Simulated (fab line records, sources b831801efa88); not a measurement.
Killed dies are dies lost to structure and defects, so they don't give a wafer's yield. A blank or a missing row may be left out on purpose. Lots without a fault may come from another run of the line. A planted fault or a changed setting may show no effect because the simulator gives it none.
Problem report in the 8D (eight disciplines) form, filled by code | flow gf180mcu | the parts of the form that need people (team, actions taken, sign-off) are left out

1. THE PROBLEM
NSD_RS at GF_PSD_RS_MEAS_14 reads a mean of 47.15 ohm/sq on 6 wafers of 2 lots; wafers without a fault read 46.15 ohm/sq with a standard deviation of 0.097. That is +10 standard deviations from the usual mean.
The step: measures by four-point-probe.
First seen on wafer L163.3, day 18 19:58, on film_metro-04. The record holds 36 wafers of 12 lots with a number at this step. Rule for "out", or "out of limits": more than 4 standard deviations from the usual mean. The other wafers with a number count as sound.

2. WHAT IT IS AND WHAT IT IS NOT
question                    | is                     | is not
which readings at this step | NSD_RS                 | -
which lots                  | L163, L164             | L150, L152, L153, L154, L155, L157, L168, L170, L172, L173
which wafers of those lots  | all that have a number | -
read on which gauges        | film_metro-04          | film_metro-01, film_metro-02
when                        | from day 18 19:58      | up to then (18 sound wafers); but 12 sound wafers of L168, L170, L172, L173 came after

3. SUSPECTS, AND WHAT RULES EACH OUT
Counting: a tool at a process step up to the reading stays a suspect if it ran every lot that is out and no sound lot after the first of them.
- the gauge at GF_PSD_RS_MEAS_14: ruled out. All the wafers that are out were read on film_metro-04, but those of them that GF_NSD_IMPLANT_10 has rows for are out there too, on other tools.
- implanter-03 at GF_NSD_IMPLANT_10: kept. It ran every lot that is out, first L163 (day 17 19:27), and no sound lot after that; its last sound lot up to then is L153 (day 14 08:58). Its own readings are out on those wafers: dose_ions_cm2, faraday_current_uA.
Left after counting: implanter-03 at GF_NSD_IMPLANT_10.

4. THE CAUSE (what the simulator had put in)
Process parameter drift: implanter-03, from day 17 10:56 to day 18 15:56, at GF_NSD_IMPLANT_10. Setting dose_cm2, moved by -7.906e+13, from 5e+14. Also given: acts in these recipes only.
Counting left only this tool.

5. THE CHAIN OF EFFECTS, in route order
Each row: a reading whose mean over the struck wafers that have a number lies more than 3 standard deviations from the usual. Only readings for which the record gives a usual standard deviation are gone through. hours: the time from each lot's start at the first step in this table that gives one to its start at this step, as a median over the lots. sigmas: the change in usual standard deviations.
hours | step              | reading            | usual        | on struck wafers | change     | sigmas
0     | GF_NSD_IMPLANT_10 | dose_ions_cm2      | 4.999e+14    | 4.208e+14        | -7.910e+13 | -99 or more
0     | GF_NSD_IMPLANT_10 | faraday_current_uA | 2788         | 2330             | -458       | -8.0
24    | GF_PSD_RS_MEAS_14 | NSD_RS             | 46.15 ohm/sq | 47.15            | +1.00      | +10
The process steps in it:
- GF_NSD_IMPLANT_10
Later measuring or inspecting steps at which every struck wafer that the step has a row for has a number for every such reading, and none has moved that far: GF_M1_CD_MEAS_14.

6. WHAT WOULD HAVE CAUGHT IT SOONER
In this record the first reading out of limits at a measuring or inspecting step was taken at day 18 19:58, 33 hours after the fault began at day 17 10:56.
The tool's own readings at GF_NSD_IMPLANT_10 were out on every struck wafer that the step has a row for (dose_ions_cm2, faraday_current_uA): an alarm limit on them would have fired on the first of those.
All the lots that are out (2) had begun GF_NSD_IMPLANT_10 on implanter-03 by day 18 19:58. A hold on the tool at that time would have spared none of them.
